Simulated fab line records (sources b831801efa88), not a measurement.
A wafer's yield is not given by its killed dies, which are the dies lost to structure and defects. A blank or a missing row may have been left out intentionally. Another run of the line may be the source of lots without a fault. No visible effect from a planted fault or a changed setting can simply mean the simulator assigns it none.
Which tool did it? + flow sky130 + 11 lots with 30 wafers sampled at 6 steps, on a route of 708 steps

## WHAT EACH GAUGE READ, for each wafer
SKY_CONTACT_BOW_MEAS_05.
| lot  | measured     | on            | CONTACT_BOW (um) |
|------|--------------|---------------|------------------|
| L123 | day 29 01:08 | film-metro-04 | 82 83 95         |
| L124 | day 30 15:23 | film-metro-03 | 78 76 79         |
| L125 | day 31 08:56 | film-metro-04 | 83 77 89         |
| L132 | day 34 03:26 | film-metro-01 | 89 93 76         |
| L133 | day 34 08:50 | film-metro-01 | 78 74 74         |
| L136 | day 36 12:31 | film-metro-04 | 82 80 83         |
| L138 | day 36 13:29 | film-metro-04 | 87 89 83         |
| L137 | day 36 15:17 | film-metro-01 | 73 91 78         |
| L140 | day 36 15:58 | film-metro-01 | 77 61            |
| L141 | day 36 16:56 | film-metro-01 | 75 85            |
| L143 | day 37 09:03 | film-metro-01 | 80 78            |

SKY_CONTACT_RS_MEAS_25: measurement is done with a four-point probe.
| lot  | measured     | on            | CONTACT_W_RS (ohm/sq) |
|------|--------------|---------------|-----------------------|
| L123 | day 30 07:06 | film-metro-04 | 0.336 0.337 0.340     |
| L124 | day 31 20:22 | film-metro-01 | 0.332 0.330 0.334     |
| L125 | day 32 12:37 | film-metro-01 | 0.337 0.335 0.336     |
| L132 | day 35 06:08 | film-metro-01 | 0.331 0.333 0.340     |
| L133 | day 35 11:43 | film-metro-04 | 0.337 0.340 0.338     |
| L136 | day 37 13:26 | film-metro-04 | 0.335 0.338 0.335     |
| L138 | day 37 16:16 | film-metro-03 | 0.334 0.335 0.339     |
| L137 | day 37 18:12 | film-metro-03 | 0.335 0.335 0.339     |
| L140 | day 37 19:40 | film-metro-03 | 0.399 0.336           |
| L141 | day 37 21:09 | film-metro-01 | 0.339 0.408           |
| L143 | day 38 10:56 | film-metro-04 | 0.333 0.396           |

SKY_CONTACT_THK_MEAS_26: measures by xrf.
| lot  | measured     | on            | CONTACT_W_THK (nm) |
|------|--------------|---------------|--------------------|
| L123 | day 30 07:13 | film-metro-04 | 350 347 347        |
| L124 | day 31 20:28 | film-metro-01 | 348 353 347        |
| L125 | day 32 12:44 | film-metro-01 | 351 352 352        |
| L132 | day 35 06:15 | film-metro-01 | 351 347 340        |
| L133 | day 35 11:50 | film-metro-04 | 348 345 347        |
| L136 | day 37 13:32 | film-metro-04 | 354 349 352        |
| L138 | day 37 16:22 | film-metro-03 | 348 345 341        |
| L137 | day 37 18:19 | film-metro-03 | 345 347 341        |
| L140 | day 37 19:47 | film-metro-03 | 291 346            |
| L141 | day 37 21:15 | film-metro-01 | 343 286            |
| L143 | day 38 11:01 | film-metro-04 | 350 295            |

## WHAT TOOL EACH LOT RAN ON (gives the tool, then ch and the chambers of the sampled wafers, and finally the start)
| lot  | SKY_LI_CONTACT_STRIP_16              | SKY_CONTACT_ETCH_18                           | SKY_CONTACT_CVD_24            |
|------|--------------------------------------|-----------------------------------------------|-------------------------------|
| L123 | plasma-asher-03 ch 0,1, day 27 17:06 | rie-diel-01 ch 0,2, day 30 06:59 or earlier   | cvd-w-01 ch 0,1, day 30 06:59 |
| L124 | plasma-asher-01 ch 0,1, day 29 08:12 | rie-diel-04 ch 1,2,3, day 31 20:14 or earlier | cvd-w-02 ch 0,1, day 31 20:14 |
| L125 | plasma-asher-03 ch 0,1, day 30 01:56 | rie-diel-02 ch 1,3, day 32 12:29 or earlier   | cvd-w-01 ch 0,1, day 32 12:29 |
| L132 | plasma-asher-01 ch 0,1, day 33 00:48 | rie-diel-01 ch 1,2,3, day 35 06:01 or earlier | cvd-w-02 ch 0,1, day 35 06:01 |
| L133 | plasma-asher-02 ch 0,1, day 33 06:15 | rie-diel-01 ch 0,1,3, day 35 11:37 or earlier | cvd-w-01 ch 0,1, day 35 11:37 |
| L136 | plasma-asher-03 ch 0,1, day 35 07:09 | rie-diel-04 ch 0,1,3, day 37 13:18 or earlier | cvd-w-01 ch 0,1, day 37 13:18 |
| L138 | plasma-asher-02 ch 0,1, day 35 08:31 | rie-diel-02 ch 1,2,3, day 37 16:09 or earlier | cvd-w-01 ch 0,1, day 37 16:09 |
| L137 | plasma-asher-01 ch 0,1, day 35 10:14 | rie-diel-04 ch 0,1,3, day 37 18:05 or earlier | cvd-w-02 ch 1, day 37 18:05   |
| L140 | plasma-asher-02 ch 0,1, day 35 10:36 | rie-diel-01 ch 0,1, day 37 19:32 or earlier   | cvd-w-02 ch 1, day 37 19:32   |
| L141 | plasma-asher-01 ch 1, day 35 11:31   | rie-diel-02 ch 2,3, day 37 20:58 or earlier   | cvd-w-02 ch 0,1, day 37 20:58 |
| L143 | plasma-asher-02 ch 0, day 36 05:29   | rie-diel-02 ch 1, day 38 10:48 or earlier     | cvd-w-02 ch 0,1, day 38 10:48 |
- SKY_LI_CONTACT_STRIP_16: strips in O2/N2.
- SKY_CONTACT_ETCH_18: etches Si3N4 in CHF3/O2, stops on TiN, time 39 s, target depth 75 nm.
- SKY_CONTACT_CVD_24: deposits W, target thk 340 nm, time 102.12 s.

## AS READ BY THE TOOLS THEMSELVES (means over the sampled wafers that have a number; for cases with no such wafer, the mark the record gives instead)
SKY_LI_CONTACT_STRIP_16.
| lot  | tool            | drypump-motor-current-A (A) | oes-product-au (a.u.) | strip-time-to-endpoint-s (s) |
|------|-----------------|-----------------------------|-----------------------|------------------------------|
| L123 | plasma-asher-03 | 5.6                         | 0.374                 | 3.496                        |
| L124 | plasma-asher-01 | 5.6                         | 0.372                 | 3.479                        |
| L125 | plasma-asher-03 | 5.4                         | 0.368                 | 3.500                        |
| L132 | plasma-asher-01 | 5.6                         | 0.376                 | 3.504                        |
| L133 | plasma-asher-02 | 6.4                         | 0.375                 | 3.489                        |
| L136 | plasma-asher-03 | 5.6                         | 0.380                 | 3.503                        |
| L138 | plasma-asher-02 | 6.3                         | 0.375                 | 3.488                        |
| L137 | plasma-asher-01 | 5.6                         | 0.374                 | 3.464                        |
| L140 | plasma-asher-02 | 6.3                         | 0.376                 | 3.533                        |
| L141 | plasma-asher-01 | 5.9                         | 0.379                 | 3.497                        |
| L143 | plasma-asher-02 | 6.4                         | 0.369                 | 3.450                        |

SKY_CONTACT_ETCH_18.
| lot  | tool        | O2_flow_sccm (sccm) | chf3-flow-sccm (sccm) | drypump-motor-current-A (A) | oes-product-au (a.u.) | throttle-valve-pct (%) |
|------|-------------|---------------------|-----------------------|-----------------------------|-----------------------|------------------------|
| L123 | rie-diel-01 | 5.016               | 49.98                 | 5.9                         | 0.848                 | 8.794                  |
| L124 | rie-diel-04 | 4.991               | 50.01                 | 5.9                         | 0.857                 | 8.792                  |
| L125 | rie-diel-02 | 4.998               | 49.96                 | 6.1                         | 0.851                 | 8.796                  |
| L132 | rie-diel-01 | 5.005               | 49.87                 | 5.8                         | 0.851                 | 8.791                  |
| L133 | rie-diel-01 | 4.990               | 49.98                 | 5.6                         | 0.850                 | 8.785                  |
| L136 | rie-diel-04 | 4.999               | 49.93                 | 6.0                         | 0.854                 | 8.795                  |
| L138 | rie-diel-02 | 5.016               | 49.86                 | 5.9                         | 0.851                 | 8.795                  |
| L137 | rie-diel-04 | 4.985               | 50.00                 | 6.0                         | 0.853                 | 8.794                  |
| L140 | rie-diel-01 | 4.987               | 50.02                 | 5.2                         | 0.849                 | 8.791                  |
| L141 | rie-diel-02 | 4.998               | 49.95                 | 5.8                         | 0.858                 | 8.793                  |
| L143 | rie-diel-02 | 5.014               | 49.95                 | 6.2                         | 0.855                 | 8.792                  |

SKY_CONTACT_CVD_24.
| lot  | tool     | heater-power-w (W) | susceptor-temp-C (C) |
|------|----------|--------------------|----------------------|
| L123 | cvd-w-01 | 782                | 399.95               |
| L124 | cvd-w-02 | 917                | 399.95               |
| L125 | cvd-w-01 | 785                | 400.06               |
| L132 | cvd-w-02 | 835                | 399.99               |
| L133 | cvd-w-01 | 772                | 400.11               |
| L136 | cvd-w-01 | 791                | 399.97               |
| L138 | cvd-w-01 | 782                | 400.13               |
| L137 | cvd-w-02 | 791                | 399.99               |
| L140 | cvd-w-02 | 798                | 400.11               |
| L141 | cvd-w-02 | 852                | 400.05               |
| L143 | cvd-w-02 | 878                | 399.99               |

## THE ANSWER, worked out from the rows above alone
Rule: what is usual is taken from the lots themselves. Put in order of their means at a reading, lots are off if they are a third of the lots or fewer, leave a main group of 4 or more, and stand apart from it by a gap of 3 or more times the standard deviation of the main group's means; of several such gaps the widest counts. The tables above print the reading to a certain number of digits; a main group whose means all agree to those digits is not used. Also off: a lot with no number at a reading for which 4 or more lots have one. Any other lot the step has rows for is counted as sound. First the gauges in route order, then the tools' own readings, where a lot's mean is used as printed above. The first step at which some lot is off is used, and at that step the reading that is off furthest; a lot without a number counts as furthest.
Off: at SKY_CONTACT_RS_MEAS_25 (CONTACT_W_RS), L140, L141, L143. The main group: mean 0.336 ohm/sq, standard deviation 0.0018.
A tool fits if, at a process step before that reading, it ran every lot that is off, and no sound lot after the first of them. Gauges at SKY_CONTACT_RS_MEAS_25: tried the same way as those tools. With no start given for some of its lots, SKY_CONTACT_ETCH_18 uses the hours and lot order of SKY_CONTACT_CVD_24. One fits: SKY_CONTACT_CVD_24 on cvd-w-02. A fault onset in the window from L137 (day 37 18:05, its last sound lot) to L140 (day 37 19:32, its first lot off) fits.

## WHAT HAD BEEN PUT IN BY THE SIMULATOR
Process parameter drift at SKY_CONTACT_CVD_24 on cvd-w-02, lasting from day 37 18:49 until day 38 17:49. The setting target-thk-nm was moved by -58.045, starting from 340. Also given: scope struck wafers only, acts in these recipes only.
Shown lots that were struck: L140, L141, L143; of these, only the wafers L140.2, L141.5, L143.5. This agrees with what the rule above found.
